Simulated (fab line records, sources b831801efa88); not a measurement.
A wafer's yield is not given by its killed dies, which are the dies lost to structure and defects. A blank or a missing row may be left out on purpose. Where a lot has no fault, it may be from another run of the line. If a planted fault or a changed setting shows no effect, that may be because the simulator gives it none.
Which of the tools did it? | flow sky130 | Sampling: 12 lots, 36 wafers, 2 of 708 route steps

## WHAT THE GAUGES SHOWED, per wafer
SKY_GATE_OXIDE_OVL_MEAS_10. Usual: GATE_OXIDE_OVL typically reads 0.9 nm, with standard deviation 1.2.
lot  | measured     | on         | GATE_OXIDE_OVL (nm) | flag
L825 | day 13 23:10 | overlay-02 | 0.6 1.1 -0.7        | 
L828 | day 14 15:50 | overlay-01 | -0.3 0.1 -1.2       | 
L829 | day 15 03:58 | overlay-01 | 0.0 2.7 2.8         | 
L830 | day 15 23:37 | overlay-01 | 0.6 2.6 1.2         | 
L836 | day 17 14:11 | overlay-02 | 0.1 -0.5 0.7        | 
L837 | day 18 00:56 | overlay-01 | 3.0 1.8 0.3         | 
L839 | day 18 11:40 | overlay-01 | 3.8 2.1 1.4         | 
L843 | day 20 09:47 | overlay-01 | 0.4 0.4 2.3         | 
L842 | day 20 10:00 | overlay-02 | 2.0 3.0 0.8         | 
L844 | day 20 20:05 | overlay-01 | -0.8 1.8 1.7        | 
L845 | day 20 20:31 | overlay-01 | 0.6 1.8 3.5         | 
L848 | day 21 21:07 | overlay-01 | 2.2 2.1 0.2         | 

SKY_GATE_OXIDE_TW_MEAS_14. Usual: GATE_OXIDE_TW typically reads 223, with standard deviation 3.4.
lot  | measured     | on           | GATE_OXIDE_TW | flag
L825 | day 13 23:39 | filmMetro-01 | 224 224 226   | 
L828 | day 14 16:14 | filmMetro-01 | 225 226 225   | 
L829 | day 15 04:23 | filmMetro-03 | 229 228 230   | 
L830 | day 16 00:02 | filmMetro-04 | 221 223 223   | 
L836 | day 17 14:34 | filmMetro-01 | 224 225 225   | 
L837 | day 18 01:20 | filmMetro-04 | 219 218 219   | 
L839 | day 18 12:03 | filmMetro-04 | 219 219 219   | 
L843 | day 20 10:11 | filmMetro-01 | 227 225 226   | 
L842 | day 20 10:23 | filmMetro-04 | 219 220 219   | 
L844 | day 20 20:28 | filmMetro-01 | 225 226 225   | 
L845 | day 20 20:55 | filmMetro-04 | 218 220 218   | 
L848 | day 21 21:30 | filmMetro-01 | 227 227 228   | 

## WHICH TOOL RAN EACH LOT (tool, then ch and the chambers of the sampled wafers, then the start)
The record shows no process step preceding these readings.

## WHAT THE TOOLS THEMSELVES READ (means of the sampled wafers that have a number; where no wafer has one, the mark that the record gives instead)
The record holds no such reading with a usual standard deviation.

## THE ANSWER, worked out from the rows above alone
Rule: lot off if the mean of its wafers having a number is beyond 3 standard deviations from the usual mean. A lot without any number at a reading at which 4 lots or more have one is off too. All remaining lots with rows at the step are treated as sound. Order of review: gauges by route order, followed by the tools' own readings, for which a lot's mean as printed above is used. The first step at which some lot is off is used, and at that step the reading that is off furthest; a lot without a number counts as furthest.
No lot is off on any of the readings shown, so nothing can be concluded from this.

## WHAT THE SIMULATOR PUT IN
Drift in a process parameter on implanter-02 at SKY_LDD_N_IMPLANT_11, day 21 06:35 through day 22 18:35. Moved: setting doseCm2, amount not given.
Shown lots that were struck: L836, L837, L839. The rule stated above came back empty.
